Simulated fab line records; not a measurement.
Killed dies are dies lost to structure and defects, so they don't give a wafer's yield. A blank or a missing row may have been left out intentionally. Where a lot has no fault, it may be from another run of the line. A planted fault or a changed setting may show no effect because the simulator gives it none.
Chamber matching ; flow sky130 ; cmp-02 running SKY_VIA2_CMP_24: 4 sister chambers
The step polishes, stops on SiO2, t overpolish 20 s, target thk 0 nm. 4 wafers are shown with their chamber, then 7 later ones without.

## EACH WAFER AND ITS CHAMBER
wafer;chamber;motor-current-A (A)
L286.2;0;12.7
L286.6;2;10.9
L289.2;1;10.8
L289.4;3;12.3

## WAFERS WITHOUT THEIR CHAMBER
wafer;motor-current-A (A)
L289.5;12.5
L290.4;11.9
L290.5;10.7
L290.6;11.1
L295.3;10.3
L295.4;11.2
L295.5;12.5

## WHICH CHAMBER EACH ONE RAN IN
wafer;from the rows above;in truth
L289.5;can't be placed: 0 or 3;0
L290.4;can't be placed: 3 or 0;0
L290.5;can't be placed: 1 or 2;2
L290.6;can't be placed: 2 or 1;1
L295.3;can't be placed: 1 or 2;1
L295.4;can't be placed: 2 or 1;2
L295.5;can't be placed: 0 or 3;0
Correctly placed: 0 of 7. Cannot be placed on the basis of these rows: 7; the candidates contain the true chamber in 7. Number placed wrongly: 0.
How it was worked out, from the rows above alone: a wafer's distance from a chamber is the root of the sum, over the readings, of the square of ((its reading less the chamber's mean) divided by the reading's scatter). The wafer belongs to the nearest chamber; if the next one is less than 2 further off, it can't be placed. Each chamber's mean is taken over the wafers shown for it. The scatter (one wafer shown for each chamber): square how far every hidden wafer sits from the nearest shown wafer, average those squares and take the square root.
